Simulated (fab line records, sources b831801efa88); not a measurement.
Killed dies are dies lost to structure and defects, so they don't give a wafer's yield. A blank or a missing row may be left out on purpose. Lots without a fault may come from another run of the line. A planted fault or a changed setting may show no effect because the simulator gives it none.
Chamber matching | flow gf180mcu | GF_V4_CMP_04 on cmp-01: 4 sister chambers
The step polishes SiO2. 18 wafers are shown with their chamber, then 9 later ones without.

WAFERS WITH THEIR CHAMBER
wafer  | chamber | motor_current_A (A) | time_to_endpoint_s (s) | edge_zone_pressure_frac
L124.2 | 2       | 13.2                | 71                     | 0.995
L124.3 | 0       | 14.1                | 70                     | 1.004
L124.6 | 0       | 15.0                | 75                     | 0.996
L128.1 | 2       | 12.8                | 86                     | 1.007
L128.2 | 0       | 14.7                | 78                     | 1.000
L128.5 | 0       | 14.4                | 74                     | 1.003
L129.1 | 1       | 11.0                | 75                     | 1.001
L129.3 | 2       | 13.5                | 77                     | 1.007
L129.5 | 0       | 14.6                | 70                     | 0.995
L130.2 | 0       | 15.0                | 68                     | 0.996
L130.4 | 1       | 11.6                | 86                     | 1.002
L130.5 | 1       | 10.8                | 78                     | 1.004
L134.2 | 1       | 11.7                | 81                     | 1.005
L134.4 | 2       | 13.3                | 79                     | 0.998
L134.6 | 1       | 11.2                | 80                     | 1.007
L136.1 | 0       | 14.4                | 66                     | 0.995
L136.4 | 1       | 12.0                | 80                     | 0.995
L136.5 | 3       | 11.0                | 79                     | 1.000

SIGNATURES (means of the wafers above)
reading                 | chamber 0 | chamber 1 | chamber 2 | chamber 3 | scatter within a chamber
motor_current_A         | 14.600    | 11.383    | 13.200    | 11.000    | 0.375
time_to_endpoint_s      | 71.57     | 80.00     | 78.25     | 79.00     | 4.54
edge_zone_pressure_frac | 0.99843   | 1.00233   | 1.00175   | 1.00000   | 0.00457
Rule: a wafer's distance from a chamber is the root of the sum, over the readings, of the square of ((its reading less the chamber's mean) divided by the reading's scatter). The wafer belongs to the nearest chamber; if the next one is less than 2 further off, it can't be placed. The scatter: the root of (the sum of the squares of (reading less its chamber's mean) over the shown wafers, divided by (wafers less chambers)).

WAFERS WITHOUT THEIR CHAMBER
wafer  | motor_current_A (A) | time_to_endpoint_s (s) | edge_zone_pressure_frac
L142.1 | 11.5                | 72                     | 0.998
L142.3 | 11.2                | 80                     | 1.004
L142.5 | 11.4                | 80                     | 1.003
L144.2 | 14.4                | 71                     | 1.001
L144.4 | 11.1                | 90                     | 1.003
L144.5 | 12.1                | 89                     | 0.999
L147.1 | 11.8                | 85                     | 1.003
L147.3 | 15.1                | 76                     | 1.006
L147.4 | 10.9                | 76                     | 1.000

WHICH CHAMBER EACH WENT THROUGH
wafer  | from the rows above          | in truth
L142.1 | can't be placed: 1 or 3      | 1
L142.3 | can't be placed: 1 or 3      | 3
L142.5 | can't be placed: 1 or 3      | 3
L144.2 | 0                            | 0
L144.4 | can't be placed: 1 or 3      | 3
L144.5 | can't be placed: 1 or 3 or 2 | 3
L147.1 | can't be placed: 1 or 3      | 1
L147.3 | 0                            | 0
L147.4 | can't be placed: 3 or 1      | 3
Placed correctly: 2 of 9. Can't be placed from these rows: 7 (the true chamber is among the candidates in 7). Placed wrongly: 0.
